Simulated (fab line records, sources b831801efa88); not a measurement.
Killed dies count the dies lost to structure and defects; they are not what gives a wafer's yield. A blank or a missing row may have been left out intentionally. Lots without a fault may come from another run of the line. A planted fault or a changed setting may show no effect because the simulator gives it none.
Split-lot trial -- flow sfq-line -- 5 lots, 23 wafers read, on a route of 325 steps

## ABOUT THE SPLIT
At SFQ_TRILAYER_I2_VIA_LITHO_COAT_067 (resist thk 650 nm), the setting spin-rpm was moved away from the recipe's 3000 rpm on 6 of the 23 wafers read, by -2.6% to +2.0%. This setting was run at the recipe's value on the other wafers.

## FROM THE SPLIT TO THE READING: what the file shows between them, 3 steps
- SFQ_TRILAYER_I2_VIA_LITHO_SOFTBAKE_071
- SFQ_TRILAYER_I2_VIA_LITHO_EXPOSE_068: exposes mask I2, target cd 500 nm
- SFQ_TRILAYER_I2_VIA_LITHO_DEVELOP_069: time 60 s

## THE READING
KrF_of_TRILAYER_I2_VIA_LITHO_COAT_067.thk-nm (the simulator's own value, which no gauge read), in nm, at SFQ_TRILAYER_I2_VIA_BARC_OPEN_VIA_ETCH_096 (etches BARC in O2, target depth 125 nm, time 41.7 s). There is no usual value for it anywhere in the file. Average 573.2 nm, standard deviation 2 nm, over the 17 wafers here run with the recipe.

wafer,"tool, chamber at the split","spin-rpm as run, rpm",against the recipe,"KrF_of_TRILAYER_I2_VIA_LITHO_COAT_067.thk-nm, nm",against lot-mates on the recipe
L074.1,"litho-track-04, 0",3000,recipe,571.6,-
L074.2,"litho-track-04, 0",3000,recipe,572.3,-
L074.4,"litho-track-04, 0",3000,recipe,574.6,-
L074.5,"litho-track-04, 0",3000,recipe,572,-
L074.6,"litho-track-04, 0",3000,recipe,574.5,-
L075.1,"litho-track-01, 0",3000,recipe,573.5,-
L075.3,"litho-track-01, 0",3000,recipe,575.5,-
L075.5,"litho-track-01, 0",3000,recipe,574,-
L077.2,"litho-track-03, 0",3000,recipe,571.5,-
L077.3,"litho-track-03, 0",3000,recipe,571.9,-
L077.4,"litho-track-03, 0",2921,-2.6%,577.6,+5.9
L077.5,"litho-track-03, 0",2921,-2.6%,581.8,+10.1
L077.6,"litho-track-03, 0",2921,-2.6%,580,+8.3
L078.2,"litho-track-01, 0",3059,+2.0%,567,-9.8
L078.3,"litho-track-01, 0",3000,recipe,577.6,-
L078.4,"litho-track-01, 0",3059,+2.0%,568.3,-8.5
L078.5,"litho-track-01, 0",3000,recipe,575.9,-
L078.6,"litho-track-01, 0",3059,+2.0%,567.2,-9.5
L082.1,"litho-track-03, 0",3000,recipe,572.6,-
L082.2,"litho-track-03, 0",3000,recipe,569.1,-
L082.3,"litho-track-03, 0",3000,recipe,573.8,-
L082.4,"litho-track-03, 0",3000,recipe,573.1,-
L082.6,"litho-track-03, 0",3000,recipe,571.5,-

THE FIT
A straight line over all 23 wafers: KrF_of_TRILAYER_I2_VIA_LITHO_COAT_067.thk-nm changes by -2.65 nm for each +1% of spin-rpm; r = -0.86; the points scatter about the line by 1.9 nm.
The same after taking each lot's own level away (the mean of its wafers on the recipe; 23 wafers): -3.69 nm for each +1%; r = -0.95; scatter 1.5 nm.
The reading moves by 9.7 nm for the largest change in spin-rpm, on that fit.
Across the lots, their own levels run from 571.70 to 576.75 nm, a range of 2.6 times the standard deviation given above.
So the slope is not independent of the lot-to-lot level: the two fits are not the same.
Check: with one of the wafers moved furthest among these (-2.6%) left out of the fit, the line predicts +10.3 nm for it against its lot-mates. Against them it came out at +5.9 nm.

## FURTHER SPLITS ON THESE WAFERS
Other splits were also applied to these wafers ahead of the reading. Each is held against what the fit with the lots' levels taken away leaves over:
other split on the same wafers,wafers away from the commonest value,r with KrF_of_TRILAYER_I2_VIA_LITHO_COAT_067.thk-nm (lot level and that fit taken away)
SFQ_TRILAYER_I2_DEP_PECVD_063 time-s,5,+0.16

## THE WHOLE CHAIN: every reading that the file lists as answering this split, in the file's order
step,what it does,reading,change (the file's fit),r (the file's)
SFQ_TRILAYER_I2_VIA_LITHO_COAT_067,resist thk 650 nm,"KrF_of_TRILAYER_I2_VIA_LITHO_COAT_067.thk-nm (the simulator's own value, which no gauge read)",-3.88 nm for each +1% of the setting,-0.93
SFQ_TRILAYER_I2_VIA_BARC_OPEN_VIA_ETCH_096,"etches BARC in O2, target depth 125 nm, time 41.7 s","KrF_of_TRILAYER_I2_VIA_LITHO_COAT_067.thk-nm (the simulator's own value, which no gauge read)",-3.66 nm for each +1% of the setting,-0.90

## THE FILE'S OWN FIT
KrF_of_TRILAYER_I2_VIA_LITHO_COAT_067.thk-nm changes by -3.66 nm for each +1% of spin-rpm, r = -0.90.
